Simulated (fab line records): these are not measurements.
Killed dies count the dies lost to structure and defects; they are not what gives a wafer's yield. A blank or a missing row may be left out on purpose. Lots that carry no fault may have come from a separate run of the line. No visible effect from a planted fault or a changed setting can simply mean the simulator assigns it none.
Comparing a struck lot with a sound one + flow sky130 + 17 steps out of a route of 708
Sound: the wafers L115.1, L115.2, L115.3. The struck wafers were L113.1, L113.2, L113.4. The cause is given at the end.
Per side, at each step with rows, come the tool, then ch with its chambers, and then its first start. Under that, the readings that differ: sound wafers + struck wafers + difference of the means + sigmas: that difference in standard deviations of wafers without a fault.
alike: readings with means less than 2 such deviations apart, plus words and numbers identical on both sides. not compared: withheld readings, readings lacking a value on some wafer, bounds such as >300 that could conceal the same value, and numbers that have no deviation in the record and whose values overlap.
The two part at a step that has a row with sigmas, a row that says differs or no value, or rows on one side only. When numbers do not overlap yet have no deviation, they are printed without sigmas and do not part them. A reading missing from all wafers of one side parts the sides only when that side holds two or more wafers.

first, 2 steps without rows for these wafers: SKY_NWELL_IMPLANT_12; SKY_NWELL_IMPLANT_13.
SKY_NWELL_STRIP_14: strips in O2/N2.
  sound on plasma-asher-01 ch 0,1, day 9 00:03; struck on plasma-asher-02 ch 0,1, day 8 15:41
| reading                     | sound       | struck      | difference | sigmas |
|-----------------------------|-------------|-------------|------------|--------|
| drypump-motor-current-A (A) | 5.2 5.2 5.2 | 5.8 6.1 6.1 | +0.8       | +2     |
  alike: o2-flow-sccm, oes-product-au, strip-time-to-endpoint-s
  not compared: rf-hours-counter-h
SKY_NWELL_TW_MEAS_15:
  sound on film-metro-01, day 9 00:09; struck on film-metro-01, day 8 15:47
  alike: NWELL_TW
then, 7 steps without rows for these wafers: SKY_NWELL_DEHYDRATE_16 (time 60 s); SKY_NWELL_HMDS_17 (prime time 60 s); SKY_NWELL_COAT_18 (resist thk 3000 nm); SKY_NWELL_SOFTBAKE_19; SKY_NWELL_EXPOSE_20 (exposes mask NWM COMPLEMENT, target cd 840 nm); SKY_NWELL_PEB_21; SKY_NWELL_DEVELOP_22 (develop time 60 s).
SKY_NWELL_OVL_MEAS_23:
  sound on overlay-02, day 9 22:13; struck on overlay-02, day 9 13:55
  alike: NWELL_01_OVL
SKY_NWELL_IMPLANT_24:
  sound on implanter-02 ch 0, day 9 22:15; struck on implanter-01 ch 0, day 9 13:57
| reading            | sound                         | struck                        | difference | sigmas      |
|--------------------|-------------------------------|-------------------------------|------------|-------------|
| dose-ions-cm2      | 9.201e+12 9.193e+12 9.202e+12 | 3.773e+12 3.764e+12 3.764e+12 | -5.432e+12 | -99 or more |
| faraday-current-uA | 51.3 52.6 52.5                | 21.0 21.4 21.1                | -31.0      | -28         |
SKY_NWELL_STRIP_25: strips in O2/N2.
  sound on plasma-asher-01 ch 0,1, day 9 22:24; struck on plasma-asher-01 ch 0,1, day 9 14:06
  alike: drypump-motor-current-A, o2-flow-sccm, oes-product-au, strip-time-to-endpoint-s
  not compared: rf-hours-counter-h
SKY_NWELL_TW_MEAS_26:
  sound on film-metro-02, day 9 22:30; struck on film-metro-02, day 9 14:12
| reading    | sound       | struck      | difference | sigmas |
|------------|-------------|-------------|------------|--------|
| NWELL_2_TW | 497 496 498 | 381 378 378 | -118       | -38    |
then, 2 steps without rows for these wafers: SKY_NWELL_CLEAN_27 (cleans in SC1/SC2, time 150 s); SKY_PAD_OPEN_PROBE_99.

## WHERE THEY PART
Earliest at SKY_NWELL_STRIP_14; latest, in this record, at SKY_NWELL_TW_MEAS_26.

WHY: the cause the simulator had injected
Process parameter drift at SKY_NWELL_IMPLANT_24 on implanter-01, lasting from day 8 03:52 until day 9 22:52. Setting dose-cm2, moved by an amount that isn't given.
